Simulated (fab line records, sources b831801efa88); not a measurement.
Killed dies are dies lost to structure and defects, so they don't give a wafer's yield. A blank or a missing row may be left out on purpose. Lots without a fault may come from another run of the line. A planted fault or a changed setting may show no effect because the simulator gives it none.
One fault seen from 2 desks | flow gf180mcu | each desk has only its own numbers; what lay behind them comes last

THE TOOL OWNER'S DESK: litho_track-03
The tool's own readings at GF_POLY_GATE_PEB_08 (peb time 90 s): means of the sampled wafers that have a number, for each lot that ran on this tool. A lot is out of limits, marked OUT, if its mean lies more than 4 standard deviations from the usual mean; the brackets give that distance.
Columns: A = heater_power_total_W at GF_POLY_GATE_PEB_08, usual 85.70 W
lot  | first seen here | A
L284 | day 9 06:56     | 85.73
L293 | day 12 03:32    | 85.76
L295 | day 12 15:24    | 85.73
L296 | day 13 07:08    | 85.75
L297 | day 13 18:20    | 86.36 (+7.8) OUT
This desk's finding: out of limits on L297; first on L297, day 13 18:20 (heater_power_total_W at GF_POLY_GATE_PEB_08). In limits: L284, L293, L295, L296.

THE METROLOGY DESK
What the gauges read, lot by lot, whatever tool the lot ran on: means of the sampled wafers that have a number. A lot is out of limits, marked OUT, if its mean lies more than 4 standard deviations from the usual mean; the brackets give that distance.
Columns: A = VT_IMPLANT_02_OVL at GF_VT_IMPLANT_OVL_MEAS_29, usual -0.4 nm; B = VT_IMPLANT_3_TW at GF_VT_IMPLANT_TW_MEAS_32, usual 268.4; C = POLY_GATE_CVD_00_THK at GF_POLY_GATE_THK_MEAS_01, usual 200.2 nm
lot  | first seen here | A    | B     | C
L284 | day 6 23:29     | -1.8 | 266.0 | 203.1
L287 | day 7 15:44     | 0.1  | 265.6 | 197.2
L288 | day 8 01:40     | -1.3 | 266.4 | 197.7
L290 | day 8 13:07     | 0.9  | 269.1 | 200.6
L292 | day 8 23:37     | -2.1 | 265.7 | 200.5
L293 | day 9 12:26     | -0.8 | 263.9 | 200.8
L294 | day 9 19:46     | 0.4  | 264.3 | 198.6
L295 | day 10 00:30    | -2.2 | 270.6 | 201.3
L296 | day 10 15:05    | -0.3 | 268.2 | 202.6
L297 | day 11 01:44    | -1.8 | 267.0 | 201.8
L298 | day 11 01:53    | -1.1 | 272.8 | 196.4
L299 | day 11 02:20    | 0.4  | 266.0 | 199.9
L307 | day 13 09:31    | 0.5  | 264.5 | 199.8
This desk's finding: nothing out of limits on any of the 13 lots.

PUT TOGETHER
The tool owner's desk could have raised an alarm at day 13 18:20, on L297.
The metrology desk saw nothing out of limits.
The metrology desk has L297 on record, within its limits.
Of the lots named, all ran GF_POLY_GATE_PEB_08 on litho_track-03.

WHAT THE SIMULATOR HAD PUT IN
Process parameter drift: litho_track-03, from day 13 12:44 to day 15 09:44, at GF_POLY_GATE_PEB_08. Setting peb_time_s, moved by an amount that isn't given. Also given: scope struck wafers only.
Lots struck among those shown: L297.
Hours from the fault's start to each desk's first reading out of limits: the tool owner's desk, 6.
